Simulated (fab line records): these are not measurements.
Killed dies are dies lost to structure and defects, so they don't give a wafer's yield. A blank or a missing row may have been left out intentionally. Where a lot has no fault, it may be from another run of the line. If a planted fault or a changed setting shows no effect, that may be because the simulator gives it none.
fab line records | flow sky130 | part 2 of 2: steps 28 to 39 of 39
record lots=5 wafers=15 lastDay=50
route steps=708 shown POLY_GATE@204 RES_PROTECT@206 LDD_N@237
lots that met no fault: taken from a fault-free run of the same line
startH: the number of hours between the record's first day and the start of the first shown wafer of the lot | waitH: hours elapsed since this lot's preceding step | " same as the row above | L1.1+2: a row that stands for several wafers | - no value, or no start was given | * or withheld: withheld | < > ~ a bound
route shown NAME@n: NAME is a module with steps in the file, n the number in the route of the first one | usual: the fault-free wafers' mean and standard deviation | same: alike in all rows | chamber/n: place in a boat | sites: the reading at each site | _std_site: how widely they spread, as a standard deviation | _edge_site: the outer-site mean with the inner-site mean subtracted | radiusMm: for every site, how far away it sits from the centre of the wafer | mask NAME#n: copy n | behind: the tool/chamber that last shaped the wafer | hold: what put the lot on hold/how long, in hours/how the hold closed | device: whichever transistor did not switch (one of n, p or np) | end of line: at the end of the route, the tests of the same wafers | a step without rows: its recipe alone | killed: dies lost to structure and defects at the first sort, not the wafer's yield | map: per-die view of a wafer (x killed, . not killed, _ where there is no die)
set.NAME: the setting that was run; set.NAME@STEP: the one run at that earlier step | model.NAME: the simulator's own value behind a step, which no gauge read
lots seen at some steps along the route; tables by step, rows by wafer
services: from which hour (startH, from the record's first day; less than 0 if before it) a tool's chamber was out of use, for how many hours, and why
## steps
# step SKY_POLY_GATE_ETCH_17
# recipe targetDepthNm=180 stopOn=SiO2 overEtchFrac=0.56667 chemistry=HBr/Cl2 target=poly-Si icpW=400 biasW=100 pressureMtorr=10 HBr_flow_sccm=150 Cl2_flow_sccm=50 timeS=70.5
# usual drypumpMotorCurrentA=6.1/0.48 heBacksideLeakSccm=2.7/0.3 oesProductAu=0.990/0.0086 throttleValvePct=33.685/0.0091
# same overEtchFrac=0.56667
# columns lot.wafer tool chamber startH waitH drypumpMotorCurrentA heBacksideLeakSccm oesProductAu rfHoursCounterH throttleValvePct
L081.1 rieSi-01 3 437.69 0.0 5.9 2.9 0.994 67 33.687
L081.4 " 0 " " 6.5 2.8 0.987 5 33.682
L081.5 " 3 " " 5.9 2.9 0.997 - 33.708
L085.2 rieSi-02 3 475.19 0.0 6.7 2.8 0.988 5 33.709
L085.4 " 2 " " 5.9 2.4 0.977 48 33.673
L085.5 " 0 " " 6.4 2.3 0.983 - 33.695
L091.1 rieSi-01 3 533.20 0.0 5.9 2.8 0.991 0 33.674
L091.2 " 0 " " 6.5 2.9 0.987 5 33.679
L091.6 " 0 " " 6.5 2.8 0.990 - 33.686
L093.2 rieSi-01 3 538.39 0.0 5.9 2.7 0.988 0 33.674
L093.4 " 0 " " 6.5 2.7 0.982 - 33.693
L093.5 " 3 " " 5.9 2.7 0.999 - 33.688
L094.1 rieSi-02 0 567.09 0.0 6.4 2.3 0.995 5 33.692
L094.4 " 1 " " 5.7 2.8 0.994 3 33.681
L094.6 " 2 " " 5.9 2.5 0.988 - 33.686
# step SKY_POLY_GATE_STRIP_18
# recipe chemistry=O2/N2 powerW=1400 pressureMtorr=1500 platenTempC=withheld o2FlowSccm=3000 n2FlowSccm=300 overashFraction=0.5
# usual drypumpMotorCurrentA=5.66/0.27 oesProductAu=0.361/0.005 stripTimeToEndpointS=3.15/0.047
# columns lot.wafer tool chamber startH waitH drypumpMotorCurrentA oesProductAu rfHoursCounterH stripTimeToEndpointS
L081.1 plasmaAsher-04 1 437.75 0.0 5.96 0.351 72 3.12
L081.4 " 1 " " 5.95 0.364 - 3.19
L081.5 " 1 " " 5.92 0.363 - 3.11
L085.2 plasmaAsher-01 0 475.25 0.0 5.74 0.357 37 3.24
L085.4 " 1 " " 5.31 0.364 - 3.17
L085.5 " 1 " " 5.31 0.359 - 3.14
L091.1 plasmaAsher-04 0 533.26 0.0 5.52 0.356 82 3.13
L091.2 " 1 " " 5.92 0.362 82 3.15
L091.6 " 1 " " 5.92 0.356 - 3.13
L093.2 plasmaAsher-01 1 538.44 0.0 5.28 0.364 43 3.15
L093.4 " 0 " " 5.76 0.360 - 3.12
L093.5 " 0 " " 5.78 0.356 - 3.16
L094.1 plasmaAsher-04 1 567.14 0.0 5.95 0.361 86 3.17
L094.4 " 1 " " 5.95 0.354 - 3.12
L094.6 " 1 " " 5.93 0.362 - 3.23
# step SKY_POLY_GATE_CLEAN_19
# recipe chemistry=SC1/SC2 mix=1:4:20 tempC=70 timeS=150 dry=n2Spin
# columns lot.wafer tool chamber startH waitH
L081.1+4+5 wetBench-01 0 437.85 0.1
L085.2+4+5 wetBench-03 1 475.35 0.1
L091.1+2+6 wetBench-03 3 533.36 0.1
L093.2+4+5 wetBench-04 2 538.54 0.1
L094.1+4+6 wetBench-01 2 567.24 0.1
# step SKY_POLY_GATE_OXIDATION_20
# recipe tempC=850 ambient=O2 stabiliseS=600 purgeS=300 targetThkA=40 oxTimeS=899
# usual spikeTcTopC=859/3.1 tubeCenterTempC=850/0.07 zonePowerBottomPct=24.5/0.89
# columns lot.wafer tool chamber startH waitH spikeTcTopC tubeCenterTempC zonePowerBottomPct
L081.1 furnace-02 0 437.90 0.0 862 849.92 23.1
L081.4 " 0 " " 863 849.95 23.1
L081.5 " 0 " " 865 850.04 23.6
L085.2 furnace-02 0 475.40 0.0 863 850.08 23.8
L085.4 " 0 " " 864 849.94 23.0
L085.5 " 0 " " 862 850.05 23.2
L091.1 furnace-02 0 533.41 0.0 863 850.03 23.4
L091.2 " 0 " " 863 849.89 23.6
L091.6 " 0 " " 865 849.99 22.8
L093.2 furnace-02 0 538.59 0.0 861 849.97 23.2
L093.4 " 0 " " 864 850.02 22.9
L093.5 " 0 " " 863 849.82 23.2
L094.1 furnace-02 0 567.30 0.0 862 850.01 23.7
L094.4 " 0 " " 863 849.93 23.6
L094.6 " 0 " " 863 849.92 23.4
# step SKY_POLY_GATE_THK_MEAS_21
# recipe reads=SiO2_of_POLY_GATE_OXIDATION_20
# usual POLY_GATE_OXIDATION_THK=3.98/0.075
# columns lot.wafer tool chamber startH waitH POLY_GATE_OXIDATION_THK[nm]
L081.1 filmMetro-02 - 439.15 0.0 4.03
L081.4 " - " " 4.06
L081.5 " - " " 4.04
L085.2 filmMetro-01 - 476.66 0.0 4.12
L085.4 " - " " 4.00
L085.5 " - " " 4.12
L091.1 filmMetro-02 - 534.65 0.0 3.93
L091.2 " - " " 3.85
L091.6 " - " " 3.95
L093.2 filmMetro-04 - 539.85 0.0 3.86
L093.4 " - " " 3.92
L093.5 " - " " 3.95
L094.1 filmMetro-02 - 568.55 0.0 4.01
L094.4 " - " " 4.05
L094.6 " - " " 4.12
# step SKY_POLY_GATE_CD_MEAS_22
# usual cdNm=150/3.2
# columns lot.wafer tool chamber startH waitH cdNm
L081.1 cdSem-01 - 439.21 0.1 153
L081.4 " - " " 149
L081.5 " - " " 151
L085.2 cdSem-01 - 476.74 0.1 153
L085.4 " - " " 151
L085.5 " - " " 151
L091.1 cdSem-01 - 534.71 0.1 153
L091.2 " - " " 148
L091.6 " - " " 151
L093.2 cdSem-01 - 539.93 0.1 154
L093.4 " - " " 153
L093.5 " - " " 154
L094.1 cdSem-01 - 568.61 0.1 151
L094.4 " - " " 147
L094.6 " - " " 154
# step SKY_LDD_N_DEHYDRATE_00
# recipe tempC=200 timeS=60
# columns lot.wafer tool chamber startH waitH
L081.1+4+5 lithoTrack-03 0 454.58 15.3
L085.2+4+5 lithoTrack-01 0 491.38 14.6
L091.1+2+6 lithoTrack-02 0 549.35 14.6
L093.2+4+5 lithoTrack-03 0 554.15 14.2
L094.1+4+6 lithoTrack-01 0 583.20 14.6
# step SKY_LDD_N_HMDS_01
# recipe primeTimeS=60 primeTempC=120
# columns lot.wafer tool chamber startH waitH
L081.1+4+5 lithoTrack-03 0 454.73 0.1
L085.2+4+5 lithoTrack-01 0 491.53 0.1
L091.1+2+6 lithoTrack-02 0 549.50 0.1
L093.2+4+5 lithoTrack-03 0 554.30 0.1
L094.1+4+6 lithoTrack-01 0 583.35 0.1
# step SKY_LDD_N_COAT_02
# recipe resist=NOVOLAK spinRpm=3000 resistThkNm=300
# usual dispensePressureKPa=49.9/1.5
# columns lot.wafer tool chamber startH waitH dispensePressureKPa
L081.1 lithoTrack-03 0 454.88 0.1 48.0
L081.4 " 0 " " 48.0
L081.5 " 0 " " 48.0
L085.2 lithoTrack-01 0 491.68 0.1 50.5
L085.4 " 0 " " 50.5
L085.5 " 0 " " 50.4
L091.1 lithoTrack-02 0 549.65 0.1 51.8
L091.2 " 0 " " 51.9
L091.6 " 0 " " 51.9
L093.2 lithoTrack-03 0 554.45 0.1 48.0
L093.4 " 0 " " 48.0
L093.5 " 0 " " 48.1
L094.1 lithoTrack-01 0 583.50 0.1 50.4
L094.4 " 0 " " 50.5
L094.6 " 0 " " 50.5
# step SKY_LDD_N_SOFTBAKE_03
# recipe tempC=90 timeS=60 resist=NOVOLAK
# columns lot.wafer tool chamber startH waitH
L081.1+4+5 lithoTrack-03 0 455.03 0.1
L085.2+4+5 lithoTrack-01 0 491.83 0.1
L091.1+2+6 lithoTrack-02 0 549.80 0.1
L093.2+4+5 lithoTrack-03 0 554.60 0.1
L094.1+4+6 lithoTrack-01 0 583.65 0.1
# step SKY_LDD_N_EXPOSE_04
# recipe maskId=NTM targetCdNm=840 na=0.6 sourceShape=conventional sigmaOuter=0.6 doseMj=110
# usual focusOffsetNm=0.0/0.54 stageVelMmS=500.00/0.28
# columns lot.wafer tool chamber startH waitH mask focusOffsetNm stageVelMmS
L081.1 ilineStepper-01 0 - - NTM#0 0.5 499.87
L081.4 " 0 " " NTM#0 0.2 500.33
L081.5 " 0 " " NTM#0 0.7 499.57
L085.2 ilineStepper-02 0 - - NTM#0 -0.2 499.61
L085.4 " 0 " " NTM#0 0.5 499.92
L085.5 " 0 " " NTM#0 -0.4 499.99
L091.1 ilineStepper-01 0 - - NTM#0 0.0 499.74
L091.2 " 0 " " NTM#0 0.3 500.00
L091.6 " 0 " " NTM#0 1.2 499.84
L093.2 ilineStepper-02 0 - - NTM#0 -0.2 500.48
L093.4 " 0 " " NTM#0 0.1 500.75
L093.5 " 0 " " NTM#0 0.6 500.43
L094.1 ilineStepper-02 0 - - NTM#0 -0.5 500.06
L094.4 " 0 " " NTM#0 -0.4 499.76
L094.6 " 0 " " NTM#0 0.1 499.60
# step SKY_LDD_N_PEB_05
# recipe tempC=withheld timeS=* resist=NOVOLAK
# columns lot.wafer tool chamber startH waitH
L081.1+4+5 lithoTrack-02 0 - -
L085.2+4+5 lithoTrack-03 0 - -
L091.1+2+6 lithoTrack-02 0 - -
L093.2+4+5 lithoTrack-03 0 - -
L094.1+4+6 lithoTrack-01 0 - -
## services
# columns tool chamber startH hours kind
implanter-03 - 350.67 1.8 repair
furnace-02 - 350.77 2.4 pm
ilineStepper-01 - 351.69 2.6 repair
implanter-03 - 352.38 0.6 repair
furnace-02 - 353.22 3.5 pm
ilineStepper-02 - 354.29 2.1 pm
ilineStepper-02 - 356.32 4.3 repair
ilineStepper-01 - 357.67 0.7 repair
krfScanner-02 - 370.29 0.8 repair
rieDiel-03 0 370.44 11.0 repair
rieDiel-03 3 387.80 1.6 repair
furnace-02 - 403.36 18.9 pm
lpcvd-01 - 425.15 1.0 repair
ilineStepper-02 - 457.86 1.7 pm
furnace-02 - 483.79 6.7 repair
rieDiel-03 3 505.25 5.8 repair
furnace-02 - 517.32 3.5 pm
rieDiel-03 3 522.32 2.1 repair
plasmaAsher-01 - 524.41 2.6 repair
wetBench-04 - 528.01 3.1 repair
rieDiel-03 3 538.15 4.5 repair
rieDiel-03 3 543.01 7.8 repair
rieDiel-03 2 548.10 2.7 repair
rieDiel-03 2 564.29 3.0 repair
